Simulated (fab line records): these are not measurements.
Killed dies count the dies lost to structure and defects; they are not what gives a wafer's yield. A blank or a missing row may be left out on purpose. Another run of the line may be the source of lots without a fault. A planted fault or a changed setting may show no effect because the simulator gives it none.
Split-lot experiment	flow gf180mcu	on a route of 602 steps: 5 lots, 23 wafers read

ON THE SPLIT
At GF_VT_IMPLANT_COAT_02 (resist thk 1000 nm), the setting resistThkNm was moved away from the recipe's 1000 nm on 9 of the 23 wafers read, by -5.3% to +3.9%. For the rest of the wafers, this setting stayed at what the recipe calls for.

Reading taken at the split's own step.

THE READING
NOVOLAK_of_VT_IMPLANT_COAT_02.thkNm (the simulator's own value, which no gauge read), in nm, at GF_VT_IMPLANT_COAT_02 (resist thk 1000 nm). The file does not state a usual value for it. Average 1000.7 nm, standard deviation 2.4 nm, over the 14 wafers here run with the recipe.

wafer	tool, chamber at the split	resistThkNm as run, nm	against the recipe	NOVOLAK_of_VT_IMPLANT_COAT_02.thkNm, nm	against lot-mates on the recipe
L075.1	lithoTrack-02, 0	1000	recipe	1001	-
L075.3	lithoTrack-02, 0	1000	recipe	1001	-
L075.2	lithoTrack-02, 0	952.1	-4.8%	952.1	-49.6
L075.5	lithoTrack-02, 0	952.1	-4.8%	953.5	-48.2
L075.6	lithoTrack-02, 0	1000	recipe	1003	-
L077.2	lithoTrack-04, 0	1000	recipe	998.6	-
L077.3	lithoTrack-04, 0	1000	recipe	995.9	-
L077.4	lithoTrack-04, 0	1000	recipe	997.3	-
L077.5	lithoTrack-04, 0	947.1	-5.3%	944.3	-53.0
L077.6	lithoTrack-04, 0	947.1	-5.3%	945.7	-51.6
L080.1	lithoTrack-04, 0	1000	recipe	1002	-
L080.3	lithoTrack-04, 0	1000	recipe	998.8	-
L080.6	lithoTrack-04, 0	1000	recipe	1000	-
L082.1	lithoTrack-02, 0	1000	recipe	1005	-
L082.2	lithoTrack-02, 0	1039	+3.9%	1039	+36.0
L082.5	lithoTrack-02, 0	1039	+3.9%	1039	+36.0
L082.3	lithoTrack-02, 0	1000	recipe	1001	-
L082.6	lithoTrack-02, 0	1039	+3.9%	1041	+38.0
L085.1	lithoTrack-04, 0	1000	recipe	1003	-
L085.5	lithoTrack-04, 0	1000	recipe	1003	-
L085.2	lithoTrack-04, 0	1036	+3.6%	1040	+38.0
L085.3	lithoTrack-04, 0	1000	recipe	1000	-
L085.6	lithoTrack-04, 0	1036	+3.6%	1037	+35.0

THE FIT
A straight line over all 23 wafers: NOVOLAK_of_VT_IMPLANT_COAT_02.thkNm changes by +10.2 nm for each +1% of resistThkNm; r = +1.00; the points scatter about the line by 2.2 nm.
The same after taking each lot's own level away (the mean of its wafers on the recipe; 23 wafers): +9.88 nm for each +1%; r = +1.00; scatter 1.5 nm.
Per that fit: largest resistThkNm move, reading shift of 52 nm.
The span of the lots' own levels, 997.27 to 1003.00 nm, comes to 2.4 times the standard deviation stated above.
Consequently the slope shifts little with the lot-to-lot level, the two slopes agreeing.
Check: -52.4 nm against its lot-mates is what the line predicts for one of the wafers moved furthest among these (-5.3%) when that wafer is left out of the fit. It came out at -53 nm against them.

FURTHER SPLITS ON THESE WAFERS
Other splits were also applied to these wafers ahead of the reading. Each is held against what the fit with the lots' levels taken away leaves over:
other split on the same wafers	wafers away from the commonest value	r with NOVOLAK_of_VT_IMPLANT_COAT_02.thkNm (lot level and that fit taken away)
GF_STI_CVD_03 timeS	15	-0.21
GF_STI_PEB_10 pebTempC	5	+0.44
GF_LVPWELL_IMPLANT_09 energyKev	6	+0.02
GF_MVSD_STRIP_10 o2FlowSccm	7	-0.30

THE WHOLE CHAIN: every reading that the file lists as answering this split, in the file's order
step	what it does	reading	change (the file's fit)	r (the file's)
GF_VT_IMPLANT_COAT_02	resist thk 1000 nm	NOVOLAK_of_VT_IMPLANT_COAT_02.thkNm (the simulator's own value, which no gauge read)	+9.95 nm for each +1% of the setting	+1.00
GF_VT_IMPLANT_STRIP_09	strips in O2/N2	stripTimeToEndpointS	withheld for each +1% of the setting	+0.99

FILE'S OWN FIT
NOVOLAK_of_VT_IMPLANT_COAT_02.thkNm changes by +9.95 nm for each +1% of resistThkNm, r = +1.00.
